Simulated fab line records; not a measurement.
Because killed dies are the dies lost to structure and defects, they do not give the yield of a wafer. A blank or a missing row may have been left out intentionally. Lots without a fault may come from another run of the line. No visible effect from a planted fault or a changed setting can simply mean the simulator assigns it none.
Which of the tools did it?	flow gf180mcu	Sampling: 7 lots, 21 wafers, 4 of 602 route steps

== WHAT EACH GAUGE READ, for each wafer ==
GF_V5_RS_MEAS_24: measures by four-point-probe.
lot	measured	on	V5_W_RS (ohm/sq)
L861	day 27 07:02	film-metro-03	0.321 0.324 0.327
L863	day 28 06:56	film-metro-02	0.331 0.327 0.330
L870	day 30 20:58	film-metro-04	0.324 0.327 0.322
L871	day 31 08:34	film-metro-02	0.326 0.324 0.329
L876	day 32 00:02	film-metro-02	0.330 0.328 0.327
L880	day 32 23:04	film-metro-02	0.324 0.326 0.324
L883	day 33 15:29	film-metro-03	0.323 0.324 0.324

== WHICH TOOL RAN EACH LOT (tool, then ch and the chambers of the sampled wafers, then the start) ==
lot	GF_CONTACT_CLEAN_21	GF_V4_ETCH_17	GF_V4_STRIP_18
L861	wet-bench-01 ch 0, day 16 04:07	rie-diel-02 ch 0,1,2, day 24 10:20 or earlier	plasma-asher-01 ch 0, day 24 10:20
L863	wet-bench-01 ch 2, day 17 07:35	rie-diel-01 ch 0,1, day 25 13:53 or earlier	plasma-asher-01 ch 0,1, day 25 13:53
L870	wet-bench-04 ch 2, day 20 13:28	rie-diel-01 ch 0,1, day 28 07:36 or earlier	plasma-asher-03 ch 0,1, day 28 07:36
L871	wet-bench-04 ch 2, day 21 04:41	rie-diel-02 ch 1,2, day 28 20:18 or earlier	plasma-asher-02 ch 0,1, day 28 20:18
L876	wet-bench-01 ch 2, day 22 01:46	rie-diel-04 ch 1,2,3, day 29 13:27 or earlier	plasma-asher-03 ch 0,1, day 29 13:27
L880	wet-bench-02 ch 2, day 23 09:07	rie-diel-01 ch 0,2,3, day 30 15:06 or earlier	plasma-asher-02 ch 0,1, day 30 15:06
L883	wet-bench-01 ch 0, day 24 07:36	rie-diel-04 ch 0,1, day 31 08:38 or earlier	plasma-asher-03 ch 0,1, day 31 08:38
- GF_CONTACT_CLEAN_21: cleans in dHF, time 20 s.
- GF_V4_ETCH_17: etches SiO2 in C4F8/O2/Ar, stops on TiN, target depth 630 nm.
- GF_V4_STRIP_18: strips in O2/N2.

== THE ANSWER, worked out from the rows above alone ==
Rule: what is usual is taken from the lots themselves. Put in order of their means at a reading, lots are off if they are a third of the lots or fewer, leave a main group of 4 or more, and stand apart from it by a gap of 3 or more times the standard deviation of the main group's means; of several such gaps the widest counts. A main group whose means are all the same, to the digits that the tables above print for the reading, isn't used. A lot without any number at a reading at which 4 lots or more have one is off too. Where the step has rows for the other lots, those lots are counted as sound.
Nothing can be told from this: no lot is off at any reading shown.

== WHAT THE SIMULATOR PUT IN ==
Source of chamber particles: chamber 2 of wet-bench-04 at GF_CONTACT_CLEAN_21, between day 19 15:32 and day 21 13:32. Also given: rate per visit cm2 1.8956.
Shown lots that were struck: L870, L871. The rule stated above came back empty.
